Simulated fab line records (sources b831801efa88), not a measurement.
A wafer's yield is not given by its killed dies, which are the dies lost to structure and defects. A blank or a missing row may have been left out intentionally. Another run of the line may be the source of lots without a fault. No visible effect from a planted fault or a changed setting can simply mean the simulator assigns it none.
fab line records -- flow sfq-line
record lots=5, wafers=23
route steps=325 shown INCOMING@2 L0@6 L0V@21 M0@35 I0@48 M1@59 I1@78
start-h: hours from the record's opening day to when the first of the lot's shown wafers began -- wait-h: time in hours since the lot's previous step -- " same as the row above -- L1.1+2: one row covering several wafers at once -- - no value, or no start was given -- * or withheld: withheld -- < > ~ a bound
route shown NAME@n: names a module that has steps shown in the file, with the first one's number in the route -- usual: average and standard deviation across the fault-free wafers -- same: alike in all rows -- chamber/n: place in a boat -- sites: the reading at each site -- _std_site: standard deviation of those values -- _edge_site: outer sites' mean less inner sites' -- radius-mm: for every site, how far away it sits from the centre of the wafer -- mask NAME#n: copy n -- behind: the last tool/chamber to shape the wafer -- hold: cause of the lot's hold/its duration in hours/its outcome -- device: the n, p or np transistor that did not switch -- end of line: at the end of the route, the tests of the same wafers -- step lacking rows: just its recipe -- killed: dies that structure and defects cost at the first sort, which is not the same as the wafer's yield -- map: a wafer's dies, x killed, . not, _ none there
set.NAME: the setting that was run; set.NAME@STEP: the one run at that earlier step -- model.NAME: the simulator's own value behind a step, which no gauge read
lots with deliberately changed settings; one table per step, one row per wafer
## steps
# step SFQ_TRILAYER_INCOMING_OXIDATION_002
# recipe temp-c=1000, ambient=H2O, target-thk-a=5000, p-h2o-torr=720, ox-time-s=4939
lot.wafer,tool,chamber,start-h,wait-h,set.ox-time-s,model.SiO2_of_TRILAYER_INCOMING_OXIDATION_002.thk-nm
L075.1,-,-,-,0.1,4393,481.3
L075.2,-,-,-,0.1,4393,478.2
L075.3,-,-,-,0.1,4393,482
L075.4,-,-,-,0.1,4393,481.9
L075.5,-,-,-,0.1,4393,477.6
L076.1,-,-,-,0.1,5601,557.1
L076.2,-,-,-,0.1,5601,551.1
L076.3,-,-,-,0.1,5601,559.4
L076.4,-,-,-,0.1,5601,556.1
L076.5,-,-,-,0.1,5601,559.7
L079.1,-,-,-,0.1,4445,465.3
L079.3,-,-,-,0.1,4445,470
L079.4,-,-,-,0.1,4445,468.7
L079.5,-,-,-,0.1,4445,465.1
L079.6,-,-,-,0.1,4445,466.9
L082.1,furnace-02,0,50.12,0.1,4939,490.7
L082.2,furnace-02,0,50.12,0.1,4939,492.8
L082.4,furnace-02,0,50.12,0.1,4939,497.1
L085.1,-,-,-,0.1,5245,522
L085.2,-,-,-,0.1,5245,521.5
L085.3,-,-,-,0.1,5245,530.7
L085.4,-,-,-,0.1,5245,530.1
L085.6,-,-,-,0.1,5245,534
# step SFQ_TRILAYER_L0_LITHO_COAT_010
# recipe resist=BARC, spin-rpm=3000, resist-thk-nm=62
lot.wafer,tool,chamber,start-h,wait-h,set.resist-thk-nm,model.BARC_of_TRILAYER_L0_LITHO_COAT_010.thk-nm
L075.1,litho-track-03,0,17.74,0.1,58.72,58.66
L075.2,litho-track-03,0,17.74,0.1,58.72,58.67
L075.3,litho-track-03,0,17.74,0.1,58.72,58.82
L075.4,litho-track-03,0,17.74,0.1,62,61.68
L075.5,litho-track-03,0,17.74,0.1,62,61.66
L076.1,litho-track-04,0,23.04,0.3,62,62.03
L076.2,litho-track-04,0,23.04,0.3,58.67,58.67
L076.3,litho-track-04,0,23.04,0.3,58.67,58.57
L076.4,litho-track-04,0,23.04,0.3,62,62.14
L076.5,litho-track-04,0,23.04,0.3,62,61.92
L079.1,litho-track-02,0,37.89,0.2,62,62.12
L079.3,litho-track-02,0,37.89,0.2,62,61.85
L079.4,litho-track-02,0,37.89,0.2,63.84,63.96
L079.5,litho-track-02,0,37.89,0.2,63.84,63.58
L079.6,litho-track-02,0,37.89,0.2,62,62.07
L082.1,litho-track-03,0,52.74,0.1,62,61.77
L082.2,litho-track-03,0,52.74,0.1,62,62.09
L082.4,litho-track-03,0,52.74,0.1,62,62.13
L085.1,litho-track-04,0,67.74,0.1,63.35,63.32
L085.2,litho-track-04,0,67.74,0.1,62,61.78
L085.3,litho-track-04,0,67.74,0.1,62,61.75
L085.4,litho-track-04,0,67.74,0.1,63.35,63.28
L085.6,litho-track-04,0,67.74,0.1,62,61.79
# step SFQ_TRILAYER_L0_LITHO_COAT_005
# recipe resist=KrF, spin-rpm=3000, resist-thk-nm=600
# step SFQ_TRILAYER_L0_LITHO_SOFTBAKE_009
# recipe temp-c=withheld, time-s=withheld, resist=KrF
# step SFQ_TRILAYER_L0_LITHO_PEB_008
# recipe peb-temp-c=115, peb-time-s=60, resist=KrF
# step SFQ_TRILAYER_L0_LITHO_DEVELOP_007
# recipe time-s=60, resist=KrF
# step SFQ_TRILAYER_L0_BARC_OPEN_METAL_ETCH_010
# recipe mask-material=PR, chemistry=O2, target-depth-nm=125, target=BARC, icp-w=600, bias-w=80, pressure-mtorr=10, time-s=41.7
lot.wafer,tool,chamber,start-h,wait-h,set.resist-thk-nm@TRILAYER_L0_LITHO_COAT_010,model.etch.depth-nm
L075.1+2,rie-metal-04,"1,0",61.89,0.1,58.72,-
L075.3,rie-metal-04,0,61.89,0.1,58.72,58.82
L075.4,rie-metal-04,1,61.89,0.1,62,61.68
L075.5,rie-metal-04,1,61.89,0.1,62,-
L076.1+5,rie-metal-04,0,66.69,0.1,62,-
L076.2,rie-metal-04,1,66.69,0.1,58.67,58.67
L076.3,rie-metal-04,0,66.69,0.1,58.67,-
L076.4,rie-metal-04,1,66.69,0.1,62,62.14
L079.1+3+6,rie-metal-03,"1,0,0",89.82,0.1,62,-
L079.4+5,rie-metal-03,1,89.82,0.1,63.84,-
L082.1,rie-metal-04,0,103.02,0.1,62,61.77
L082.2,rie-metal-04,1,103.02,0.1,62,62.09
L082.4,rie-metal-04,1,103.02,0.1,62,62.13
L085.1,rie-metal-01,1,119.92,0.1,63.35,63.32
L085.2+3,rie-metal-01,1,119.92,0.1,62,-
L085.4,rie-metal-01,1,119.92,0.1,63.35,63.28
L085.6,rie-metal-01,1,119.92,0.1,62,61.79
# step SFQ_TRILAYER_L0_VIA_LITHO_PEB_016
# recipe peb-temp-c=115, peb-time-s=60, resist=KrF
lot.wafer,tool,chamber,start-h,wait-h,set.peb-time-s
L075.1+2+3+4+5,litho-track-01,0,118.42,1.0,60
L076.1+5,litho-track-02,0,122.02,1.0,60
L076.2+3+4,litho-track-02,0,122.02,1.0,52.81
L079.1+4+6,litho-track-03,0,148.42,1.0,60
L079.3+5,litho-track-03,0,148.42,1.0,64.48
L082.1+2+4,litho-track-03,0,165.58,1.0,60
L085.1+3,litho-track-02,0,186.98,1.0,68.37
L085.2+4+6,litho-track-02,0,186.98,1.0,60
# step SFQ_TRILAYER_L0_VIA_LITHO_DEVELOP_015
# recipe time-s=60, resist=KrF
# step SFQ_TRILAYER_L0_VIA_BARC_OPEN_VIA_ETCH_021
# recipe mask-material=PR, chemistry=O2, target-depth-nm=125, target=BARC, source-w=500, bias-w=80, pressure-mtorr=30, time-s=43.58
lot.wafer,tool,chamber,start-h,wait-h,set.peb-time-s@TRILAYER_L0_VIA_LITHO_PEB_016,model.L0V.cd-nm
L075.1,rie-diel-01,0,118.75,0.0,60,699.1
L075.2,rie-diel-01,1,118.75,0.0,60,700.3
L075.3,rie-diel-01,2,118.75,0.0,60,699.9
L075.4,rie-diel-01,3,118.75,0.0,60,699.8
L075.5,rie-diel-01,3,118.75,0.0,60,700.9
L076.1,rie-diel-01,3,122.35,0.0,60,699.7
L076.2+4,rie-diel-01,"2,0",122.35,0.0,52.81,679.6
L076.3,rie-diel-01,1,122.35,0.0,52.81,681.1
L076.5,rie-diel-01,0,122.35,0.0,60,697.8
L079.1,rie-diel-04,1,148.75,0.0,60,697.7
L079.3,rie-diel-04,2,148.75,0.0,64.48,710.2
L079.4,rie-diel-04,3,148.75,0.0,60,698.2
L079.5,rie-diel-04,2,148.75,0.0,64.48,709.7
L079.6,rie-diel-04,1,148.75,0.0,60,697.6
L082.1,rie-diel-04,1,165.92,0.0,60,699.2
L082.2,rie-diel-04,3,165.92,0.0,60,700.1
L082.4,rie-diel-04,0,165.92,0.0,60,701.4
L085.1,rie-diel-01,3,187.32,0.0,68.37,719.9
L085.2,rie-diel-01,0,187.32,0.0,60,699.7
L085.3,rie-diel-01,2,187.32,0.0,68.37,718.1
L085.4,rie-diel-01,3,187.32,0.0,60,700
L085.6,rie-diel-01,0,187.32,0.0,60,699.2
# step SFQ_TRILAYER_M0_LITHO_EXPOSE_022
# recipe mask-id=M0, na=0.6, source-shape=conventional, sigma-outer=0.65, target-cd-nm=500, dose-mj=14.4
lot.wafer,tool,chamber,start-h,wait-h,mask,set.dose-mj
L075.1+3,krf-scanner-02,0,184.58,-,M0#0,14.4
L075.2+4+5,krf-scanner-02,0,184.58,-,M0#0,14.91
L076.1+2+3,krf-scanner-02,0,189.38,-,M0#0,13.74
L076.4+5,krf-scanner-02,0,189.38,-,M0#0,14.4
L079.1+4+5,krf-scanner-02,0,218.18,-,M0#0,15.02
L079.3+6,krf-scanner-02,0,218.18,-,M0#0,14.4
L082.1+2+4,krf-scanner-02,0,237.38,-,M0#0,14.4
L085.1+2+4,krf-scanner-02,0,266.93,-,M0#0,14.91
L085.3+6,krf-scanner-02,0,266.93,-,M0#0,14.4
# step SFQ_TRILAYER_M0_LITHO_PEB_024
# recipe peb-temp-c=115, peb-time-s=60, resist=KrF
# step SFQ_TRILAYER_M0_LITHO_DEVELOP_023
# recipe time-s=60, resist=KrF
# step SFQ_TRILAYER_M0_BARC_OPEN_METAL_ETCH_031
# recipe mask-material=PR, chemistry=O2, target-depth-nm=125, target=BARC, icp-w=600, bias-w=77.7, pressure-mtorr=10, time-s=41.7
lot.wafer,tool,chamber,start-h,wait-h,set.dose-mj@TRILAYER_M0_LITHO_EXPOSE_022,model.M0.cd-nm
L075.1,rie-metal-02,1,186.12,0.0,14.4,500.1
L075.2,rie-metal-02,0,186.12,0.0,14.91,494.7
L075.3,rie-metal-02,1,186.12,0.0,14.4,498.7
L075.4,rie-metal-02,0,186.12,0.0,14.91,494.2
L075.5,rie-metal-02,1,186.12,0.0,14.91,493.3
L076.1,rie-metal-02,0,190.92,0.0,13.74,508.1
L076.2,rie-metal-02,1,190.92,0.0,13.74,506.2
L076.3,rie-metal-02,0,190.92,0.0,13.74,507
L076.4,rie-metal-02,1,190.92,0.0,14.4,500.1
L076.5,rie-metal-02,1,190.92,0.0,14.4,499.6
L079.1,rie-metal-01,1,219.72,0.0,15.02,492.7
L079.3,rie-metal-01,0,219.72,0.0,14.4,499.2
L079.4,rie-metal-01,1,219.72,0.0,15.02,493.8
L079.5,rie-metal-01,1,219.72,0.0,15.02,493.1
L079.6,rie-metal-01,0,219.72,0.0,14.4,499.9
L082.1+4,rie-metal-04,"0,1",238.92,0.0,14.4,498.5
L082.2,rie-metal-04,1,238.92,0.0,14.4,498
L085.1+2,rie-metal-02,"0,1",268.47,0.0,14.91,493.8
L085.3,rie-metal-02,0,268.47,0.0,14.4,500.3
L085.4,rie-metal-02,1,268.47,0.0,14.91,493
L085.6,rie-metal-02,0,268.47,0.0,14.4,500
# step SFQ_TRILAYER_M0_ETCH_METAL_ETCH_024
# recipe target=Nb, stop-on=SiO2, mask-material=PR, chemistry=Cl2/Ar, target-depth-nm=240, icp-w=600, bias-w=80, pressure-mtorr=10, time-s=120
lot.wafer,tool,chamber,start-h,wait-h,set.pressure-mtorr,set.dose-mj@TRILAYER_M0_LITHO_EXPOSE_022,model.M0.cd-nm
L075.1,rie-metal-02,1,186.18,0.0,10,14.4,500.9
L075.2,rie-metal-02,0,186.18,0.0,10,14.91,495.7
L075.3,rie-metal-02,1,186.18,0.0,10,14.4,498.3
L075.4,rie-metal-02,0,186.18,0.0,10,14.91,495
L075.5,rie-metal-02,1,186.18,0.0,10,14.91,493.4
L076.1,rie-metal-02,0,190.98,0.0,9.541,13.74,510
L076.2,rie-metal-02,1,190.98,0.0,9.541,13.74,507
L076.3,rie-metal-02,0,190.98,0.0,9.541,13.74,507.4
L076.4,rie-metal-02,1,190.98,0.0,9.541,14.4,501
L076.5,rie-metal-02,1,190.98,0.0,9.541,14.4,500.7
L079.1,rie-metal-01,1,219.78,0.0,10,15.02,493.6
L079.3,rie-metal-01,0,219.78,0.0,10,14.4,498.7
L079.4,rie-metal-01,1,219.78,0.0,10,15.02,493.9
L079.5,rie-metal-01,1,219.78,0.0,10,15.02,493.5
L079.6,rie-metal-01,0,219.78,0.0,10,14.4,499.6
L082.1,rie-metal-04,0,238.98,0.0,10,14.4,499.6
L082.2,rie-metal-04,1,238.98,0.0,10,14.4,497.6
L082.4,rie-metal-04,1,238.98,0.0,10,14.4,498.6
L085.1,rie-metal-02,0,268.55,0.1,9.454,14.91,495.7
L085.2+4,rie-metal-02,1,268.55,0.1,9.454,14.91,494.2
L085.3,rie-metal-02,0,268.55,0.1,9.454,14.4,502
L085.6,rie-metal-02,0,268.55,0.1,9.454,14.4,501.8
# step SFQ_TRILAYER_I0_VIA_LITHO_COAT_031
# recipe resist=KrF, spin-rpm=3000, resist-thk-nm=650
lot.wafer,tool,chamber,start-h,wait-h,set.resist-thk-nm,model.KrF_of_TRILAYER_I0_VIA_LITHO_COAT_031.thk-nm
L075.1,litho-track-03,0,200.14,0.2,650,650
L075.2,litho-track-03,0,200.14,0.2,650,651.3
L075.3,litho-track-03,0,200.14,0.2,650,651.5
L075.4,litho-track-03,0,200.14,0.2,650,650.5
L075.5,litho-track-03,0,200.14,0.2,650,652.6
L076.1,litho-track-01,0,206.50,0.2,682.7,680.4
L076.2,litho-track-01,0,206.50,0.2,650,648.2
L076.3,litho-track-01,0,206.50,0.2,682.7,682.9
L076.4,litho-track-01,0,206.50,0.2,650,651.2
L076.5,litho-track-01,0,206.50,0.2,650,650.2
L079.1,litho-track-03,0,231.98,0.2,650,652.6
L079.3,litho-track-03,0,231.98,0.2,650,653.9
L079.4,litho-track-03,0,231.98,0.2,650,651
L079.5,litho-track-03,0,231.98,0.2,650,651.7
L079.6,litho-track-03,0,231.98,0.2,650,651.6
L082.1,litho-track-04,0,251.50,0.2,650,647
L082.2,litho-track-04,0,251.50,0.2,650,647.9
L082.4,litho-track-04,0,251.50,0.2,650,648.5
L085.1,litho-track-03,0,275.50,0.2,650,648.8
L085.2,litho-track-03,0,275.50,0.2,650,651.9
L085.3,litho-track-03,0,275.50,0.2,682.6,684.8
L085.4,litho-track-03,0,275.50,0.2,682.6,683.4
L085.6,litho-track-03,0,275.50,0.2,682.6,684.6
# step SFQ_TRILAYER_I0_VIA_LITHO_SOFTBAKE_035
# recipe temp-c=withheld, time-s=withheld, resist=KrF
# step SFQ_TRILAYER_I0_VIA_LITHO_EXPOSE_032
# recipe mask-id=I0, na=0.6, source-shape=conventional, sigma-outer=0.65, target-cd-nm=500, dose-mj=21.3
# step SFQ_TRILAYER_I0_VIA_BARC_OPEN_VIA_ETCH_046
# recipe mask-material=PR, chemistry=O2, target-depth-nm=125, target=BARC, source-w=482.7, bias-w=80, pressure-mtorr=30, time-s=41.7
# step SFQ_TRILAYER_I0_VIA_ETCH_VIA_ETCH_034
# recipe target=SiO2, stop-on=Nb, mask-material=PR, taper-deg=20, chemistry=CHF3, target-depth-nm=260, source-w=500, bias-w=80, pressure-mtorr=30, time-s=withheld
lot.wafer,tool,chamber,start-h,wait-h,set.resist-thk-nm@TRILAYER_I0_VIA_LITHO_COAT_031,model.KrF_of_TRILAYER_I0_VIA_LITHO_COAT_031.thk-nm
L075.1,rie-diel-02,2,239.85,0.0,650,531
L075.2,rie-diel-02,1,239.85,0.0,650,531.8
L075.3,rie-diel-02,0,239.85,0.0,650,533
L075.4,rie-diel-02,3,239.85,0.0,650,530.1
L075.5,rie-diel-02,0,239.85,0.0,650,534
L076.1,rie-diel-01,2,247.05,0.0,682.7,559.3
L076.2,rie-diel-01,1,247.05,0.0,650,531
L076.3,rie-diel-01,0,247.05,0.0,682.7,562.9
L076.4,rie-diel-01,3,247.05,0.0,650,533.8
L076.5,rie-diel-01,0,247.05,0.0,650,530.6
L079.1,rie-diel-01,2,278.41,0.0,650,532.3
L079.3,rie-diel-01,1,278.41,0.0,650,535.3
L079.4,rie-diel-01,0,278.41,0.0,650,530.5
L079.5,rie-diel-01,1,278.41,0.0,650,532.6
L079.6,rie-diel-01,2,278.41,0.0,650,531.1
L082.1,rie-diel-01,1,296.63,0.0,650,528.9
L082.2,rie-diel-01,2,296.63,0.0,650,528.2
L082.4,rie-diel-01,3,296.63,0.0,650,531.9
L085.1,rie-diel-01,2,321.83,0.0,650,527.8
L085.2,rie-diel-01,0,321.83,0.0,650,532.3
L085.3,rie-diel-01,3,321.83,0.0,682.6,567
L085.4,rie-diel-01,1,321.83,0.0,682.6,564.8
L085.6,rie-diel-01,0,321.83,0.0,682.6,564.5
# step SFQ_TRILAYER_M1_DEP_SPUTTER_037
# recipe material=Nb, base-pressure-pa=1.33e-06, chamber-pressure-pa=0.1333, substrate-temp-c=20, resputter-cathode-voltage-v=400, target-thk-nm=200, power-w=2000, time-s=133.3
lot.wafer,tool,chamber,start-h,wait-h,set.power-w,model.Nb_of_TRILAYER_M1_DEP_SPUTTER_037.thk-nm
L075.1,pvd-sputter-03,-,240.77,0.0,1812,181.6
L075.2,pvd-sputter-03,-,240.77,0.0,1812,181.5
L075.3,pvd-sputter-03,-,240.77,0.0,2000,200.2
L075.4,pvd-sputter-03,-,240.77,0.0,2000,198.2
L075.5,pvd-sputter-03,-,240.77,0.0,1812,179.6
L076.1,pvd-sputter-04,-,247.97,0.0,2162,218.2
L076.2,pvd-sputter-04,-,247.97,0.0,2000,200.2
L076.3,pvd-sputter-04,-,247.97,0.0,2162,216.1
L076.4,pvd-sputter-04,-,247.97,0.0,2000,198.9
L076.5,pvd-sputter-04,-,247.97,0.0,2162,217.7
L079.1,pvd-sputter-04,-,279.32,0.0,2000,197.3
L079.3,pvd-sputter-04,-,279.32,0.0,2136,215.2
L079.4,pvd-sputter-04,-,279.32,0.0,2136,213.8
L079.5,pvd-sputter-04,-,279.32,0.0,2000,199.8
L079.6,pvd-sputter-04,-,279.32,0.0,2000,197.6
L082.1,pvd-sputter-04,-,297.57,0.0,2000,199.4
L082.2,pvd-sputter-04,-,297.57,0.0,2000,203.1
L082.4,pvd-sputter-04,-,297.57,0.0,2000,201.6
L085.1,pvd-sputter-04,-,322.77,0.0,2000,200.3
L085.2,pvd-sputter-04,-,322.77,0.0,2170,214.8
L085.3,pvd-sputter-04,-,322.77,0.0,2170,214.5
L085.4,pvd-sputter-04,-,322.77,0.0,2000,199.3
L085.6,pvd-sputter-04,-,322.77,0.0,2000,201.4
# step SFQ_M1_RS_MEAS_909
# recipe thk-meas-gauge=four-point-probe, reads=Nb_of_TRILAYER_M1_DEP_SPUTTER_037
# usual M1_NB_RS=0.887/0.0082
lot.wafer,tool,chamber,start-h,wait-h,set.power-w@TRILAYER_M1_DEP_SPUTTER_037,M1_NB_RS[ohm/sq]
L075.1,film-metro-03,-,240.86,0.0,1812,0.982
L075.2,film-metro-03,-,240.86,0.0,1812,0.981
L075.3,film-metro-03,-,240.86,0.0,2000,0.888
L075.4,film-metro-03,-,240.86,0.0,2000,0.899
L075.5,film-metro-03,-,240.86,0.0,1812,0.992
L076.1,film-metro-04,-,248.06,0.0,2162,0.813
L076.2,film-metro-04,-,248.06,0.0,2000,0.887
L076.3,film-metro-04,-,248.06,0.0,2162,0.823
L076.4,film-metro-04,-,248.06,0.0,2000,0.893
L076.5,film-metro-04,-,248.06,0.0,2162,0.814
L079.1,film-metro-01,-,279.42,0.0,2000,0.900
L079.3,film-metro-01,-,279.42,0.0,2136,0.826
L079.4,film-metro-01,-,279.42,0.0,2136,0.830
L079.5,film-metro-01,-,279.42,0.0,2000,0.889
L079.6,film-metro-01,-,279.42,0.0,2000,0.899
L082.1,film-metro-04,-,297.66,0.0,2000,0.892
L082.2,film-metro-04,-,297.66,0.0,2000,0.874
L082.4,film-metro-04,-,297.66,0.0,2000,0.880
L085.1,film-metro-03,-,322.86,0.0,2000,0.889
L085.2,film-metro-03,-,322.86,0.0,2170,0.830
L085.3,film-metro-03,-,322.86,0.0,2170,0.828
L085.4,film-metro-03,-,322.86,0.0,2000,0.893
L085.6,film-metro-03,-,322.86,0.0,2000,0.885
# step SFQ_TRILAYER_M1_LITHO_EXPOSE_040
# recipe mask-id=M1, na=0.6, source-shape=conventional, sigma-outer=0.65, target-cd-nm=500, dose-mj=14.4
lot.wafer,tool,chamber,start-h,wait-h,mask,set.dose-mj
L075.1+2,krf-scanner-01,0,283.83,-,M1#0,14.4
L075.3+4+5,krf-scanner-01,0,283.83,-,M1#0,15.47
L076.1+4+5,krf-scanner-01,0,293.86,-,M1#0,15.45
L076.2+3,krf-scanner-01,0,293.86,-,M1#0,14.4
L079.1+3+5,krf-scanner-01,0,326.26,-,M1#0,14.4
L079.4+6,krf-scanner-01,0,326.26,-,M1#0,15.01
L082.1+2+4,krf-scanner-01,0,343.06,-,M1#0,14.4
L085.1+2+3+4+6,krf-scanner-01,0,372.21,-,M1#0,14.4
# step SFQ_TRILAYER_M1_BARC_OPEN_METAL_ETCH_054
# recipe mask-material=PR, chemistry=O2, target-depth-nm=125, target=BARC, icp-w=600, bias-w=80, pressure-mtorr=10, time-s=41.7
lot.wafer,tool,chamber,start-h,wait-h,set.time-s,set.dose-mj@TRILAYER_M1_LITHO_EXPOSE_040,model.M1.cd-nm
L075.1,rie-metal-03,1,285.37,0.0,39.13,14.4,500.4
L075.2,rie-metal-03,0,285.37,0.0,41.7,14.4,501.5
L075.3,rie-metal-03,1,285.37,0.0,41.7,15.47,488.8
L075.4,rie-metal-03,0,285.37,0.0,39.13,15.47,489.2
L075.5,rie-metal-03,1,285.37,0.0,39.13,15.47,488.8
L076.1,rie-metal-03,1,295.39,0.0,43.6,15.45,490.3
L076.2,rie-metal-03,0,295.39,0.0,41.7,14.4,502.1
L076.3,rie-metal-03,1,295.39,0.0,41.7,14.4,501.1
L076.4,rie-metal-03,0,295.39,0.0,41.7,15.45,490.2
L076.5,rie-metal-03,0,295.39,0.0,43.6,15.45,491.2
L079.1,rie-metal-01,0,327.79,0.0,41.7,14.4,499.5
L079.3,rie-metal-01,0,327.79,0.0,41.7,14.4,500.6
L079.4,rie-metal-01,1,327.79,0.0,41.7,15.01,493.4
L079.5,rie-metal-01,0,327.79,0.0,41.7,14.4,499.9
L079.6,rie-metal-01,1,327.79,0.0,41.7,15.01,493.9
L082.1,rie-metal-03,1,344.59,0.0,41.7,14.4,499.5
L082.2,rie-metal-03,0,344.59,0.0,41.7,14.4,501.5
L082.4,rie-metal-03,1,344.59,0.0,41.7,14.4,498.7
L085.1,rie-metal-01,1,373.74,0.0,41.7,14.4,499
L085.2,rie-metal-01,0,373.74,0.0,39.66,14.4,499.1
L085.3,rie-metal-01,1,373.74,0.0,39.66,14.4,499.7
L085.4,rie-metal-01,0,373.74,0.0,41.7,14.4,498.2
L085.6,rie-metal-01,1,373.74,0.0,39.66,14.4,499.6
# step SFQ_TRILAYER_M1_ETCH_METAL_ETCH_042
# recipe target=Nb, stop-on=SiO2, mask-material=PR, chemistry=Cl2/Ar, target-depth-nm=240, icp-w=600, bias-w=80, pressure-mtorr=10, time-s=120
# usual oes-product-au=0.894/0.0062
lot.wafer,tool,chamber,start-h,wait-h,set.power-w@TRILAYER_M1_DEP_SPUTTER_037,set.dose-mj@TRILAYER_M1_LITHO_EXPOSE_040,oes-product-au,model.M1.cd-nm
L075.1,rie-metal-03,1,285.43,0.0,1812,14.4,0.841,498
L075.2,rie-metal-03,0,285.43,0.0,1812,14.4,0.842,502.4
L075.3,rie-metal-03,1,285.43,0.0,2000,15.47,0.892,486.8
L075.4,rie-metal-03,0,285.43,0.0,2000,15.47,0.878,489.8
L075.5,rie-metal-03,1,285.43,0.0,1812,15.47,0.853,486.7
L076.1,rie-metal-03,1,295.45,0.0,2162,15.45,0.937,487.9
L076.2,rie-metal-03,0,295.45,0.0,2000,14.4,0.895,502.5
L076.3,rie-metal-03,1,295.45,0.0,2162,14.4,0.941,499.2
L076.4,rie-metal-03,0,295.45,0.0,2000,15.45,0.891,491.3
L076.5,rie-metal-03,0,295.45,0.0,2162,15.45,0.943,491.2
L079.1,rie-metal-01,0,327.85,0.0,2000,14.4,0.881,498.3
L079.3,rie-metal-01,0,327.85,0.0,2136,14.4,0.935,499.9
L079.4,rie-metal-01,1,327.85,0.0,2136,15.01,0.933,495.4
L079.5,rie-metal-01,0,327.85,0.0,2000,14.4,0.882,498.9
L079.6,rie-metal-01,1,327.85,0.0,2000,15.01,0.884,495.8
L082.1,rie-metal-03,1,344.65,0.0,2000,14.4,0.897,498.8
L082.2,rie-metal-03,0,344.65,0.0,2000,14.4,0.903,501.5
L082.4,rie-metal-03,1,344.65,0.0,2000,14.4,0.903,497.4
L085.1,rie-metal-01,1,373.80,0.0,2000,14.4,0.892,500
L085.2,rie-metal-01,0,373.80,0.0,2170,14.4,0.927,498.2
L085.3,rie-metal-01,1,373.80,0.0,2170,14.4,0.933,501.2
L085.4,rie-metal-01,0,373.80,0.0,2000,14.4,0.887,496.5
L085.6,rie-metal-01,1,373.80,0.0,2000,14.4,0.899,500
# step SFQ_TRILAYER_I1_VIA_LITHO_COAT_049
# recipe resist=KrF, spin-rpm=3000, resist-thk-nm=650
lot.wafer,tool,chamber,start-h,wait-h,set.resist-thk-nm,model.KrF_of_TRILAYER_I1_VIA_LITHO_COAT_049.thk-nm
L075.1+4,litho-track-02,0,295.81,0.2,650,648
L075.2,litho-track-02,0,295.81,0.2,650,650.1
L075.3,litho-track-02,0,295.81,0.2,625.9,624.9
L075.5,litho-track-02,0,295.81,0.2,625.9,623.2
L076.1,litho-track-01,0,304.81,0.2,665,669.5
L076.2,litho-track-01,0,304.81,0.2,665,668.1
L076.3,litho-track-01,0,304.81,0.2,665,669.6
L076.4,litho-track-01,0,304.81,0.2,650,652.1
L076.5,litho-track-01,0,304.81,0.2,650,653
L079.1,litho-track-03,0,333.45,0.2,637.6,633.4
L079.3,litho-track-03,0,333.45,0.2,650,649.1
L079.4,litho-track-03,0,333.45,0.2,637.6,635
L079.5,litho-track-03,0,333.45,0.2,650,648.2
L079.6,litho-track-03,0,333.45,0.2,650,651.7
L082.1,litho-track-03,0,351.63,0.2,650,653.5
L082.2,litho-track-03,0,351.63,0.2,650,652.3
L082.4,litho-track-03,0,351.63,0.2,650,650.7
L085.1,litho-track-01,0,381.80,0.2,617.6,621.1
L085.2,litho-track-01,0,381.80,0.2,617.6,619.6
L085.3,litho-track-01,0,381.80,0.2,617.6,621.3
L085.4,litho-track-01,0,381.80,0.2,650,654.5
L085.6,litho-track-01,0,381.80,0.2,650,654.9
## key
split step=SFQ_TRILAYER_INCOMING_OXIDATION_002, setting=ox-time-s, stated=4939, by=lot
response step=SFQ_TRILAYER_INCOMING_OXIDATION_002, reading=model.SiO2_of_TRILAYER_INCOMING_OXIDATION_002.thk-nm, change=+3.38, per=1%, r=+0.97
split step=SFQ_TRILAYER_L0_LITHO_COAT_010, setting=resist-thk-nm, stated=62, by=wafer
response step=SFQ_TRILAYER_L0_LITHO_COAT_010, reading=model.BARC_of_TRILAYER_L0_LITHO_COAT_010.thk-nm, change=+0.604, per=1%, r=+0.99
response step=SFQ_TRILAYER_L0_BARC_OPEN_METAL_ETCH_010, reading=model.etch.depth-nm, change=+0.604, per=1%, r=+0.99
split step=SFQ_TRILAYER_L0_VIA_LITHO_PEB_016, setting=peb-time-s, stated=60, by=wafer
response step=SFQ_TRILAYER_L0_VIA_BARC_OPEN_VIA_ETCH_021, reading=model.L0V.cd-nm, change=+1.48, per=1%, r=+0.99
split step=SFQ_TRILAYER_M0_LITHO_EXPOSE_022, setting=dose-mj, stated=14.4, by=wafer
response step=SFQ_TRILAYER_M0_BARC_OPEN_METAL_ETCH_031, reading=model.M0.cd-nm, change=-1.59, per=1%, r=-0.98
response step=SFQ_TRILAYER_M0_ETCH_METAL_ETCH_024, reading=model.M0.cd-nm, change=-1.54, per=1%, r=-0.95
split step=SFQ_TRILAYER_M0_ETCH_METAL_ETCH_024, setting=pressure-mtorr, stated=10, by=lot
response none clear
split step=SFQ_TRILAYER_I0_VIA_LITHO_COAT_031, setting=resist-thk-nm, stated=650, by=wafer
response step=SFQ_TRILAYER_I0_VIA_LITHO_COAT_031, reading=model.KrF_of_TRILAYER_I0_VIA_LITHO_COAT_031.thk-nm, change=+6.53, per=1%, r=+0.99
response step=SFQ_TRILAYER_I0_VIA_ETCH_VIA_ETCH_034, reading=model.KrF_of_TRILAYER_I0_VIA_LITHO_COAT_031.thk-nm, change=+6.44, per=1%, r=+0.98
split step=SFQ_TRILAYER_M1_DEP_SPUTTER_037, setting=power-w, stated=2000, by=wafer
response step=SFQ_TRILAYER_M1_DEP_SPUTTER_037, reading=model.Nb_of_TRILAYER_M1_DEP_SPUTTER_037.thk-nm, change=+2.01, per=1%, r=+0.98
response step=SFQ_M1_RS_MEAS_909, reading=M1_NB_RS, change=-0.00892, per=1%, r=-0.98
response step=SFQ_TRILAYER_M1_ETCH_METAL_ETCH_042, reading=oes-product-au, change=+0.00518, per=1%, r=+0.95
split step=SFQ_TRILAYER_M1_LITHO_EXPOSE_040, setting=dose-mj, stated=14.4, by=wafer
response step=SFQ_TRILAYER_M1_BARC_OPEN_METAL_ETCH_054, reading=model.M1.cd-nm, change=-1.56, per=1%, r=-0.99
response step=SFQ_TRILAYER_M1_ETCH_METAL_ETCH_042, reading=model.M1.cd-nm, change=-1.46, per=1%, r=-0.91
split step=SFQ_TRILAYER_M1_BARC_OPEN_METAL_ETCH_054, setting=time-s, stated=41.7, by=wafer
response none clear
split step=SFQ_TRILAYER_I1_VIA_LITHO_COAT_049, setting=resist-thk-nm, stated=650, by=wafer
response step=SFQ_TRILAYER_I1_VIA_LITHO_COAT_049, reading=model.KrF_of_TRILAYER_I1_VIA_LITHO_COAT_049.thk-nm, change=+6.91, per=1%, r=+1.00
